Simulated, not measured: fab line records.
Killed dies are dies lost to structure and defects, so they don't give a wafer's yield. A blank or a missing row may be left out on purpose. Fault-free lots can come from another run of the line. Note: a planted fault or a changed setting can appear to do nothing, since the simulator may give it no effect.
fab line records    flow sky130
record: lots: 6  wafers: 18  lastDay: 50
route steps=708 shown METAL5@671 PASSIVATION@681 PAD_OPEN@694
lots with no fault: from the same line, run without faults
startH: hours from the record's opening day to when the first of the lot's shown wafers began    waitH: hours from the lot's prior step to this one    " as in the row above    L1.1+2: a single row standing in for several wafers    - value missing, or start not given    * or withheld: withheld    < > ~ a bound
route shown NAME@n: NAME is a module with steps in the file, n the number in the route of the first one    usual: average and standard deviation across the fault-free wafers    same: alike in all rows    chamber/n: place in a boat    sites: readings site by site    _std_site: the values' standard deviation    _edge_site: the outer-site mean with the inner-site mean subtracted    radiusMm: for every site, how far away it sits from the centre of the wafer    mask NAME#n: copy n    behind: the last tool/chamber to shape the wafer    hold: cause of the lot's hold/its duration in hours/its outcome    device: transistor that didn't switch, given as n, p or np    end of line: at the end of the route, the tests of the same wafers    a step without rows: its recipe alone    killed: at the first sort, the dies lost to defects and structure; wafer yield is something else    map: shows each die of a wafer: x if killed, . if not, _ if none is there
set.NAME: the setting as run; set.NAME@STEP: as run at that earlier step    model.NAME: the simulator's own value behind a step, which no gauge read
lots seen at some steps along the route; tables by step, rows by wafer
services: a tool's chamber out of use, with start hour (startH, from the record's first day; less than 0 if before it), hours out, and reason
== steps ==
step: SKY_METAL5_SOFTBAKE_10
recipe: tempC: 90  timeS: 60  resist: NOVOLAK
step: SKY_METAL5_EXPOSE_11
recipe: maskId: MM5  na: 0.6  sourceShape: conventional  sigmaOuter: 0.6  polarization: unpolarized  targetCdNm: 1600  doseMj: 190
step: SKY_METAL5_PEB_12
recipe: tempC: withheld  timeS: *  resist: NOVOLAK
step: SKY_METAL5_DEVELOP_13
recipe: resist: NOVOLAK  developer: TMAH  developTimeS: 60  devTempC: 23
step: SKY_METAL5_DESCUM_14
recipe: chemistry: O2  sourcePowerW: 150  biasPowerW: 0  pressureMtorr: 10  tempC: 40  timeS: 11
usual: drypumpMotorCurrentA: 5.7/0.48  oesProductAu: 1.004/0.0078
same: timeS: 11
lot.wafer  tool         chamber  startH   waitH  drypumpMotorCurrentA  oesProductAu  rfHoursCounterH
L821.1     rieMetal-03  0        1065.06  0.1    6.1                   1.006         15
L821.5     "            0        "        "      6.1                   0.994         -
L821.6     "            0        "        "      6.1                   1.008         -
L823.2     rieMetal-04  0        1072.11  0.1    4.9                   1.021         8
L823.3     "            0        "        "      4.9                   1.010         -
L823.6     "            1        "        "      5.3                   0.988         -
L833.1     rieMetal-03  1        1126.71  0.1    6.1                   1.000         3
L833.2     "            0        "        "      6.1                   0.995         20
L833.4     "            1        "        "      6.1                   1.000         -
L835.3     rieMetal-02  0        1145.47  0.1    5.8                   1.004         -
L835.5     "            0        "        "      5.7                   1.000         -
L835.6     "            1        "        "      6.2                   0.999         -
L838.3     rieMetal-04  0        1155.20  0.1    4.9                   1.003         -
L838.4     "            1        "        "      5.3                   0.994         -
L838.6     "            0        "        "      4.9                   1.015         -
L839.1     rieMetal-03  1        1157.36  0.1    6.1                   0.998         6
L839.4     "            0        "        "      6.1                   1.004         -
L839.6     "            0        "        "      6.2                   1.007         -
step: SKY_METAL5_METAL_ETCH_15
recipe: targetDepthA: 12600  stopOn: SiO2  overEtchFrac: 0.2  timeS: 252  chemistry: Cl2/BCl3  resistSidewallDeg: 86  pressureMtorr: 10  icpW: 900  biasW: 48.5  Cl2_flow_sccm: 60  bcl3FlowSccm: 30
usual: drypumpMotorCurrentA: 5.7/0.49  oesProductAu: 0.894/0.0054  throttleValvePct: 22.264/0.0091
same: timeS: 252
lot.wafer  tool         chamber  startH   waitH  drypumpMotorCurrentA  oesProductAu  rfHoursCounterH  throttleValvePct
L821.1     rieMetal-03  0        1065.13  0.1    6.1                   0.895         15               22.251
L821.5     "            0        "        "      6.1                   0.903         -                22.268
L821.6     "            0        "        "      6.1                   0.893         -                22.252
L823.2     rieMetal-04  0        1072.14  0.0    4.9                   0.893         8                22.277
L823.3     "            0        "        "      4.9                   0.891         -                22.259
L823.6     "            1        "        "      5.3                   0.903         -                22.258
L833.1     rieMetal-03  1        1126.74  0.0    6.2                   0.892         3                22.272
L833.2     "            0        "        "      6.1                   0.897         20               22.247
L833.4     "            1        "        "      6.1                   0.886         -                22.269
L835.3     rieMetal-02  0        1145.57  0.1    5.7                   0.897         -                22.268
L835.5     "            0        "        "      5.8                   0.892         -                22.277
L835.6     "            1        "        "      6.2                   0.901         -                22.263
L838.3     rieMetal-04  0        1155.30  0.1    4.9                   0.902         -                22.263
L838.4     "            1        "        "      5.3                   0.895         -                22.270
L838.6     "            0        "        "      4.9                   0.889         -                22.263
L839.1     rieMetal-03  1        1157.39  0.0    6.2                   0.890         6                22.263
L839.4     "            0        "        "      6.1                   0.899         -                22.275
L839.6     "            0        "        "      6.2                   0.890         -                22.259
step: SKY_METAL5_STRIP_16
recipe: chemistry: O2/N2  powerW: 1400  pressureMtorr: 1500  platenTempC: withheld  o2FlowSccm: 3000  n2FlowSccm: 300  overashFraction: 0.5
usual: drypumpMotorCurrentA: 5.7/0.6  oesProductAu: 0.711/0.0048  stripTimeToEndpointS: 13.03/0.1
lot.wafer  tool            chamber  startH   waitH  drypumpMotorCurrentA  oesProductAu  rfHoursCounterH  stripTimeToEndpointS
L821.1     plasmaAsher-03  0        1065.60  0.4    5.2                   0.707         93               13.09
L821.5     "               1        "        "      6.5                   0.712         -                13.13
L821.6     "               0        "        "      5.2                   0.707         -                13.21
L823.2     plasmaAsher-02  0        1072.38  0.2    6.0                   0.714         63               12.91
L823.3     "               1        "        "      5.2                   0.722         -                12.97
L823.6     "               1        "        "      5.2                   0.712         -                13.31
L833.1     plasmaAsher-04  0        1126.98  0.2    6.1                   0.699         6                13.09
L833.2     "               1        "        "      5.2                   0.713         6                13.04
L833.4     "               0        "        "      6.1                   0.714         -                13.03
L835.3     plasmaAsher-04  1        1145.76  0.1    5.2                   0.708         -                12.90
L835.5     "               1        "        "      5.2                   0.712         -                12.95
L835.6     "               0        "        "      6.2                   0.712         -                12.95
L838.3     plasmaAsher-04  1        1155.49  0.1    5.2                   0.718         -                12.79
L838.4     "               0        "        "      6.1                   0.718         -                13.01
L838.6     "               0        "        "      6.1                   0.707         -                12.87
L839.1     plasmaAsher-03  1        1157.63  0.2    6.6                   0.715         103              13.13
L839.4     "               0        "        "      5.2                   0.709         -                13.05
L839.6     "               0        "        "      5.2                   0.710         -                12.95
step: SKY_METAL5_STRIP_17
recipe: chemistry: postEtchResidueRemover  timeS: 1200  tempC: 72.5
step: SKY_METAL5_CLEAN_18
recipe: chemistry: IPA  timeS: 180  tempC: 25
step: SKY_METAL5_CLEAN_19
recipe: chemistry: O3/DIW  dry: n2Spin
step: SKY_PASSIVATION_CVD_00
recipe: material: SiO2  targetThkNm: 90  tempC: 400  timeS: withheld  rfW: 600
usual: heaterPowerW: 693/98
lot.wafer  tool      chamber  startH   waitH  heaterPowerW
L821.1     pecvd-02  0        1066.23  0.0    656
L821.5     "         2        "        "      575
L821.6     "         0        "        "      664
L823.2     pecvd-02  0        1072.97  0.0    642
L823.3     "         2        "        "      619
L823.6     "         1        "        "      720
L833.1     pecvd-01  2        1127.58  0.0    657
L833.2     "         1        "        "      852
L833.4     "         1        "        "      868
L835.3     pecvd-01  2        1146.32  0.0    698
L835.5     "         1        "        "      1035
L835.6     "         0        "        "      662
L838.3     pecvd-02  0        1156.05  0.0    691
L838.4     "         2        "        "      654
L838.6     "         1        "        "      638
L839.1     pecvd-03  1        1158.69  0.0    708
L839.4     "         2        "        "      788
L839.6     "         0        "        "      738
step: SKY_PASSIVATION_THK_MEAS_01
recipe: reads: SiO2_of_PASSIVATION_CVD_00
usual: PASSIVATION_CVD_00_THK: 90.0/1.2
lot.wafer  tool          chamber  startH   waitH  PASSIVATION_CVD_00_THK[nm]
L821.1     filmMetro-04  -        1066.25  -      89.3
L821.5     "             -        "        "      90.3
L821.6     "             -        "        "      92.6
L823.2     filmMetro-02  -        1073.00  -      88.3
L823.3     "             -        "        "      89.2
L823.6     "             -        "        "      91.2
L833.1     filmMetro-02  -        1127.61  -      88.9
L833.2     "             -        "        "      88.6
L833.4     "             -        "        "      90.0
L835.3     filmMetro-04  -        1146.36  -      90.2
L835.5     "             -        "        "      91.2
L835.6     "             -        "        "      90.6
L838.3     filmMetro-03  -        1156.09  -      89.8
L838.4     "             -        "        "      91.1
L838.6     "             -        "        "      91.7
L839.1     filmMetro-04  -        1158.71  -      89.4
L839.4     "             -        "        "      89.6
L839.6     "             -        "        "      90.6
step: SKY_PASSIVATION_CVD_02
recipe: material: Si3N4  targetThkNm: 540  tempC: 400  timeS: withheld  rfW: 450
usual: heaterPowerW: 763/110
lot.wafer  tool      chamber  startH   waitH  heaterPowerW  model.Si3N4_of_PASSIVATION_CVD_02.thkNm
L821.1     pecvd-01  0        1066.31  0.1    648           540.6
L821.5     "         0        "        "      679           548.9
L821.6     "         2        "        "      758           551.9
L823.2     pecvd-03  2        1073.05  0.0    783           539.2
L823.3     "         0        "        "      670           543.1
L823.6     "         1        "        "      772           550.3
L833.1     pecvd-03  1        1127.67  0.1    762           781.3
L833.2     "         2        "        "      766           536.4
L833.4     "         1        "        "      620           546.7
L835.3     pecvd-03  0        1146.40  0.0    767           761.9
L835.5     "         0        "        "      787           540.6
L835.6     "         1        "        "      699           539.2
L838.3     pecvd-02  1        1156.13  0.0    787           530.6
L838.4     "         2        "        "      696           536.9
L838.6     "         1        "        "      629           532.4
L839.1     pecvd-02  2        1158.77  0.1    701           540.5
L839.4     "         0        "        "      761           542.8
L839.6     "         2        "        "      565           541.1
step: SKY_PASSIVATION_THK_MEAS_03
recipe: reads: Si3N4_of_PASSIVATION_CVD_02
usual: PASSIVATION_CVD_02_THK: 542/6.4
lot.wafer  tool          chamber  startH   waitH  PASSIVATION_CVD_02_THK[nm]
L821.1     filmMetro-03  -        1066.54  -      540
L821.5     "             -        "        "      549
L821.6     "             -        "        "      552
L823.2     filmMetro-04  -        1073.29  -      540
L823.3     "             -        "        "      543
L823.6     "             -        "        "      550
L833.1     filmMetro-04  -        1127.89  -      781
L833.2     "             -        "        "      536
L833.4     "             -        "        "      547
L835.3     filmMetro-03  -        1146.65  -      762
L835.5     "             -        "        "      541
L835.6     "             -        "        "      539
L838.3     filmMetro-04  -        1156.38  -      530
L838.4     "             -        "        "      537
L838.6     "             -        "        "      532
L839.1     filmMetro-02  -        1159.00  -      541
L839.4     "             -        "        "      543
L839.6     "             -        "        "      541
step: SKY_PASSIVATION_DEHYDRATE_04
recipe: tempC: 200  timeS: 60
step: SKY_PASSIVATION_HMDS_05
recipe: primeTimeS: 60  primeTempC: 120
step: SKY_PASSIVATION_COAT_06
recipe: spinRpm: 2000  resistThkNm: 3000
step: SKY_PASSIVATION_SOFTBAKE_07
recipe: tempC: 110  timeS: withheld
step: SKY_PASSIVATION_EXPOSE_08
recipe: maskId: NSM  targetCdNm: 3000  na: 0.57  doseMj: 260
step: SKY_PASSIVATION_PEB_09
recipe: tempC: 115  timeS: withheld
step: SKY_PASSIVATION_DEVELOP_10
recipe: developTimeS: 60  devTempC: 23
step: SKY_PASSIVATION_ETCH_11
recipe: chemistry: CF4/O2  targetDepthNm: 725  stopOn: AlCu  sourceW: 800  biasW: 150  pressureMtorr: 150  cf4FlowSccm: 80  O2_flow_sccm: 10  timeS: 161.1
usual: drypumpMotorCurrentA: 5.9/0.43  oesProductAu: 0.979/0.0073  throttleValvePct: 5.965/0.0091
same: timeS: 161.1
lot.wafer  tool        chamber  startH   waitH  drypumpMotorCurrentA  oesProductAu  rfHoursCounterH  throttleValvePct  model.PASSIVATION.featureDepthNm  model.etch.depthNm
L821.1     rieDiel-03  1        1086.26  -      5.6                   0.977         2                5.962             705.1                             705.1
L821.5     "           1        "        "      5.6                   0.990         -                5.980             715.2                             715.2
L821.6     "           0        "        "      5.8                   0.980         -                5.968             720.2                             720.2
L823.2     rieDiel-02  0        1093.88  -      5.8                   0.973         15               5.963             703                               703
L823.3     "           1        "        "      4.9                   0.976         18               5.966             707.8                             707.8
L823.6     "           3        "        "      5.6                   0.995         -                5.965             717.7                             717.7
L833.1     rieDiel-03  0        1146.94  -      5.8                   0.995         7                5.973             720.4                             720.4
L833.2     "           3        "        "      5.9                   0.982         28               5.972             698.7                             698.7
L833.4     "           2        "        "      5.4                   0.982         31               5.963             711.2                             711.2
L835.3     rieDiel-04  0        1164.21  -      6.4                   0.978         10               5.960             715.1                             715.1
L835.5     "           1        "        "      6.2                   0.979         -                5.966             706.3                             706.3
L835.6     "           0        "        "      6.4                   0.974         -                5.972             704                               704
L838.3     rieDiel-04  0        1173.63  -      6.5                   0.969         10               5.964             695.6                             695.6
L838.4     "           3        "        "      6.6                   0.976         15               5.972             702.8                             702.8
L838.6     "           0        "        "      6.5                   0.964         -                5.956             698.8                             698.8
L839.1     rieDiel-02  0        1175.28  -      5.8                   0.978         19               5.957             704.4                             704.4
L839.4     "           2        "        "      5.7                   0.982         25               5.970             708                               708
L839.6     "           2        "        "      5.7                   0.976         -                5.966             706.7                             706.7
step: SKY_PASSIVATION_STRIP_12
recipe: chemistry: O2/N2  powerW: 1400  pressureMtorr: 1500  platenTempC: withheld  overashFraction: 0.7  o2FlowSccm: 3000  n2FlowSccm: 300
usual: drypumpMotorCurrentA: 5.8/0.61  oesProductAu: 0.661/0.0051  stripTimeToEndpointS: 31.54/0.12
lot.wafer  tool            chamber  startH   waitH  drypumpMotorCurrentA  oesProductAu  rfHoursCounterH  stripTimeToEndpointS
L821.1     plasmaAsher-01  1        1086.36  0.1    6.6                   0.664         33               31.42
L821.5     "               1        "        "      6.6                   0.659         -                31.28
L821.6     "               0        "        "      5.3                   0.666         -                31.44
L823.2     plasmaAsher-01  1        1093.98  0.1    6.6                   0.653         34               31.52
L823.3     "               0        "        "      5.3                   0.659         -                31.52
L823.6     "               1        "        "      6.5                   0.673         -                31.44
L833.1     plasmaAsher-02  0        1147.05  0.1    6.1                   0.665         70               31.53
L833.2     "               1        "        "      5.1                   0.661         70               31.36
L833.4     "               0        "        "      6.0                   0.657         -                31.51
L835.3     plasmaAsher-02  1        1164.35  0.1    5.1                   0.658         -                31.61
L835.5     "               1        "        "      5.1                   0.656         -                31.57
L835.6     "               0        "        "      6.1                   0.661         -                31.46
L838.3     plasmaAsher-03  0        1173.77  0.1    5.2                   0.664         -                31.75
L838.4     "               1        "        "      6.5                   0.661         -                31.61
L838.6     "               1        "        "      6.6                   0.657         -                31.77
L839.1     plasmaAsher-02  0        1175.39  0.1    6.1                   0.649         73               31.65
L839.4     "               0        "        "      6.0                   0.662         -                31.72
L839.6     "               1        "        "      5.2                   0.660         -                31.60
step: SKY_PAD_OPEN_DEHYDRATE_00
recipe: tempC: 200  timeS: 60
step: SKY_PAD_OPEN_HMDS_01
recipe: primeTimeS: 60  primeTempC: 120
step: SKY_PAD_OPEN_COAT_02
recipe: spinRpm: 2000  resistThkNm: 3000
step: SKY_PAD_OPEN_SOFTBAKE_03
recipe: tempC: 110  timeS: withheld
step: SKY_PAD_OPEN_EXPOSE_04
recipe: maskId: PDM  targetCdNm: 60000  na: 0.57  doseMj: 260
step: SKY_PAD_OPEN_PEB_05
recipe: tempC: 115  timeS: withheld
step: SKY_PAD_OPEN_DEVELOP_06
recipe: developTimeS: 60  devTempC: 23
step: SKY_PAD_OPEN_ETCH_07
recipe: chemistry: CF4/O2  targetDepthNm: 725  stopOn: AlCu  sourceW: 800  biasW: 150  pressureMtorr: 150  cf4FlowSccm: 80  O2_flow_sccm: 10  timeS: 161.1
usual: drypumpMotorCurrentA: 5.6/0.31  oesProductAu: 0.979/0.0069  throttleValvePct: 5.965/0.0081
same: timeS: 161.1
lot.wafer  tool        chamber  startH   waitH  drypumpMotorCurrentA  oesProductAu  rfHoursCounterH  throttleValvePct  model.etch.depthNm  model.PAD_OPEN.featureDepthNm
L821.1     rieDiel-02  2        1107.41  -      5.7                   0.982         22               5.957             705.1               705.1
L821.5     "           0        "        "      5.8                   0.988         -                5.966             715.2               715.2
L821.6     "           1        "        "      4.9                   0.995         -                5.963             720.2               720.2
L823.2     rieDiel-03  1        1115.56  -      5.6                   0.978         4                5.965             703                 703
L823.3     "           2        "        "      5.4                   0.985         29               5.963             707.8               707.8
L823.6     "           3        "        "      5.9                   0.987         -                5.964             717.7               717.7
L833.1     rieDiel-03  0        1164.08  -      5.8                   1.000         8                5.975             725.9               725.9
L833.2     "           1        "        "      5.6                   0.976         6                5.961             698.7               698.7
L833.4     "           2        "        "      5.3                   0.986         32               5.968             711.2               711.2
L835.3     rieDiel-02  3        1180.73  -      5.5                   0.994         27               5.968             711.5               711.5
L835.5     "           3        "        "      5.6                   0.982         -                5.971             706.3               706.3
L835.6     "           2        "        "      5.7                   0.979         -                5.973             704                 704
L838.3     rieDiel-02  3        1189.36  -      5.6                   0.967         27               5.964             695.6               695.6
L838.4     "           2        "        "      5.7                   0.982         25               5.964             702.8               702.8
L838.6     "           3        "        "      5.5                   0.970         -                5.972             698.8               698.8
L839.1     rieDiel-01  0        1190.71  -      6.0                   0.982         21               5.971             704.4               704.4
L839.4     "           3        "        "      6.1                   0.979         -                5.968             708                 708
L839.6     "           0        "        "      6.0                   0.979         -                5.968             706.7               706.7
step: SKY_PAD_OPEN_STRIP_08
recipe: chemistry: O2/N2  powerW: 1400  pressureMtorr: 1500  platenTempC: withheld  overashFraction: 0.7  o2FlowSccm: 3000  n2FlowSccm: 300
step: SKY_PAD_OPEN_STRIP_09
recipe: chemistry: postEtchResidueRemover  timeS: 1200  tempC: 72.5
usual: bathHeatDutyPct: 14.4/1.2
same: timeS: 1200
lot.wafer  tool         chamber  startH   waitH  bathHeatDutyPct  model.Si3N4_of_PASSIVATION_CVD_02.thkNm
L821.1     wetBench-02  3        1107.61  0.1    13.9             540.2
L821.5     "            3        "        "      12.9             548.5
L821.6     "            3        "        "      13.8             551.5
L823.2     wetBench-02  0        1115.77  0.1    15.7             538.8
L823.3     "            0        "        "      14.8             542.7
L823.6     "            0        "        "      15.2             550
L833.1     wetBench-04  1        1164.29  0.1    12.6             780.9
L833.2     "            1        "        "      12.4             536
L833.4     "            1        "        "      13.5             546.3
L835.3     wetBench-04  3        1180.94  0.0    15.4             761.5
L835.5     "            3        "        "      13.3             540.3
L835.6     "            3        "        "      15.2             538.8
L838.3     wetBench-03  3        1189.56  0.0    14.6             530.2
L838.4     "            3        "        "      14.8             536.6
L838.6     "            3        "        "      14.6             532
L839.1     wetBench-02  3        1190.98  0.1    12.9             540.2
L839.4     "            3        "        "      12.9             542.4
L839.6     "            3        "        "      13.4             540.7
step: SKY_PAD_OPEN_CLEAN_10
recipe: chemistry: IPA  timeS: 180  tempC: 25
step: SKY_PAD_OPEN_PROBE_99
usual: defectLimitedYield: 82.7/2.1  killed_at_M0_to_M3: 43/7.2  killed_at_M4_up: 3.3/1.8  killedAtContacts: 23/5.5  killedAtFrontEnd: 16/5.1  killedAtOther: 0.4/0.65  killedDies: 85/10  killedOpen: 46/7.1  killedShort: 38/7.2  sort_bin_3_pad_short: 0.9/0.41  sort_bin_5_function: 10.2/1.5  sort_bin_6_memory: 6.2/1.1  sortNPass: 407/10  sortYieldPct: 82.7/2.1
same: grossDies: 492  killedAtBackSide: 0  sort_bin_4_leakage[%]: 0  sort_bin_8_speed[%]: 0
lot.wafer  tool       chamber  startH   waitH  defectLimitedYield[%]  killed_at_M0_to_M3  killed_at_M4_up  killedAtContacts  killedAtFrontEnd  killedAtOther  killedDies  killedOpen  killedShort  sort_bin_3_pad_short[%]  sort_bin_5_function[%]  sort_bin_6_memory[%]  sortNPass  sortYieldPct[%]
L823.2     prober-02  -        1117.93  0.1    82.3                   45                  2                19                21                0              87          42          43           1.0                      9.8                     6.9                   405        82.3
L823.3     prober-02  -        1117.98  0.2    85.0                   45                  2                16                11                0              74          45          29           0.2                      8.1                     6.7                   418        85.0
L823.6     prober-02  -        1118.13  0.2    83.1                   43                  2                28                10                0              83          41          41           1.2                      9.1                     6.5                   409        83.1
L833.1     prober-02  -        1166.40  0.1    39.4                   45                  3                19                15                216            298         42          40           0.4                      53.3                    6.9                   194        39.4
L835.3     prober-02  -        1183.15  0.2    64.8                   49                  3                23                12                86             173         47          39           1.2                      27.4                    6.5                   319        64.8
killed by level:class
L823.2 VIA1:geometricParticle:open=12 METAL3:geometricParticle:short=8 CONTACT:geometricParticle:open=7 VIA3:geometricParticle:open=7 METAL2:geometricParticle:short=5 POLY_GATE:geometricParticle:open=4 POLY_GATE:geometricParticle:short=4 LOCAL_INTERCONNECT:geometricParticle:short=4
L823.3 VIA1:geometricParticle:open=13 VIA3:geometricParticle:open=8 POLY_GATE:geometricParticle:open=6 CONTACT:geometricParticle:open=5 VIA1:geometricParticle:short=5 VIA2:geometricParticle:open=4 METAL1:geometricParticle:short=4 VIA3:geometricParticle:short=4
L823.6 VIA1:geometricParticle:open=8 VIA3:geometricParticle:open=7 CONTACT:geometricParticle:open=7 CONTACT:geometricParticle:short=6 LOCAL_INTERCONNECT:geometricParticle:short=6 VIA2:geometricParticle:open=6 LI_CONTACT:geometricParticle:open=5 LI_CONTACT:geometricParticle:short=4
L833.1 PASSIVATION:areaEtch=198 PAD_OPEN:areaEtch=18 VIA1:geometricParticle:open=8 VIA2:geometricParticle:open=7 CONTACT:geometricParticle:open=7 VIA1:geometricParticle:short=7 VIA3:geometricParticle:short=5 FIELD_ISO:geometricParticle:short=4
L835.3 PAD_OPEN:areaEtch=49 PASSIVATION:areaEtch=37 VIA1:geometricParticle:open=19 METAL1:geometricParticle:short=9 CONTACT:geometricParticle:short=9 VIA3:geometricParticle:open=7 LI_CONTACT:geometricParticle:open=5 CONTACT:geometricParticle:open=5
map L833.1 (x killed, . not)
__________...x...xxx_________
________...x.....xx..._______
______.....x...x.xx....x_____
_____...xxx...xx.....xxxx____
____x...xx...xx.xx.xxxxx..___
___..x.....xxxxxxxxxxxxxx..__
__...xx.x.xxxxxxxxxxxxxx.xx._
_....xx.xx.xxxx.xxxxx.x...xxx
_xx...xx.xxxxxxxxxxxxxxxx..x.
_.x..xxxxxxxx.xxxxxxxxxxx.xx.
_....xxxxxxxxxxxxxxxxxxxx.x..
_.x..xxxxxxxx.xxxxxxxx.xxxxxx
_...xxxxxx.xxxxxxxxxxxxx.xxx.
_.....x.xxxxxxxxxxxxx.xxx....
_xx..x.xxxxx..xxxxxxxxxx..x..
__...x...x.xxxxx.xxxxxxx.xx._
___..x..xxxxxxx..xxxx.x..xx__
____..xxxx...xx..xxxxxxx.x___
_____...xx.xx.xxx.xx.xx..____
______x..x...x.xxxx.xx.._____
________.x.........x.._______
__________...x..x..._________
map L835.3 (x killed, . not)
__________....xx.x.x_________
________.x....xx....x._______
______x..x...x...x.....x_____
_____.....x.............x____
____x...x.x.....xx...x....___
___.x...x.....xx.x........x__
__.x.x..xxxx.....x.xx..x...._
_..xx.xx..x...x......xx.x....
_.xx...x..x.xxxx.xx..........
_...x...xx.xxxxxx.....x..xx.x
_xxx.......x...x..x.x......xx
_..x..xx....x..xxx...x...xx..
_xxx.x..x....xxxx..x.....x...
_.x..x.....x...xx.....x..x..x
_xx..x..x.xx....xxx..x.xxx...
__xx.xx...xxx.x.x..x....xx.._
___xxxxx..x.x.xxx..x.....x.__
____.x.x..xx.....xx.......___
_____xx.x.x...x....x.x...____
______.....x.x...x..x..._____
________xxxxxx..x.x..x_______
__________x.x.....x._________
== services ==
tool            chamber  startH   hours  kind
pecvd-02        -        1049.04  2.8    pm
plasmaAsher-04  -        1055.25  9.0    pm
rieMetal-03     1        1059.84  -      clean
rieDiel-02      3        1062.14  5.6    repair
rieDiel-03      0        1064.71  21.0   repair
rieDiel-01      -        1075.21  14.6   pm
plasmaAsher-02  -        1081.22  1.6    repair
rieDiel-01      1        1102.48  15.9   repair
rieDiel-01      -        1103.20  2.8    pm
rieDiel-01      -        1108.41  32.4   repair
plasmaAsher-04  -        1111.62  4.3    repair
rieDiel-04      3        1111.71  16.7   repair
wetBench-02     -        1119.87  1.7    repair
pecvd-02        1        1123.06  2.8    repair
rieDiel-01      -        1133.75  1.0    repair
plasmaAsher-03  -        1138.41  0.7    repair
plasmaAsher-01  -        1142.81  6.8    repair
pecvd-01        -        1148.24  14.6   pm
rieMetal-04     -        1157.86  1.3    repair
plasmaAsher-03  -        1177.91  4.5    repair
plasmaAsher-04  -        1178.48  4.8    repair
pecvd-02        -        1180.02  1.8    repair
rieMetal-02     0        1180.39  7.4    repair
plasmaAsher-03  -        1189.89  2.8    pm
== key ==
firstSign: step: SKY_PASSIVATION_THK_MEAS_03  reading: PASSIVATION_CVD_02_THK  direction: up  sigmas: 36  usual: 542  struck: 772
effect: step: SKY_PAD_OPEN_ETCH_07  reading: oesProductAu  direction: up  sigmas: 2.6  usual: 0.979  struck: 0.997
effect: step: SKY_PAD_OPEN_PROBE_99  reading: killedAtOther  direction: up  sigmas: 99+  usual: 0.4  struck: 151
modelEffect: step: SKY_PASSIVATION_CVD_02  value: Si3N4_of_PASSIVATION_CVD_02.thkNm  without: 534.7  struck: 771.6
modelEffect: step: SKY_PASSIVATION_ETCH_11  value: PASSIVATION.featureDepthNm  without: 698.7  struck: 717.7
modelEffect: step: SKY_PAD_OPEN_ETCH_07  value: etch.depthNm  without: 698.7  struck: 718.7
modelEffect: step: SKY_PAD_OPEN_STRIP_09  value: Si3N4_of_PASSIVATION_CVD_02.thkNm  without: 534.3  struck: 771.2
moreKillsBornAt: SKY_PASSIVATION_ETCH_11@rieDiel-03: 198  SKY_PAD_OPEN_ETCH_07@rieDiel-02: 49  SKY_PASSIVATION_ETCH_11@rieDiel-04: 37
metAt SKY_PASSIVATION_CVD_02
struckWafers L833.1,L835.3
onsetBetween 1073.05 1127.67
fault: kind: processParameterDrift  tool: pecvd-03  chamber: -  onsetH: 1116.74  steps: SKY_PASSIVATION_CVD_02  channel: targetThkNm  offset: 238.69  shape: step  endH: 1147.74  scope: struckWafersOnly  actsIn: theseRecipesOnly  stated: 540
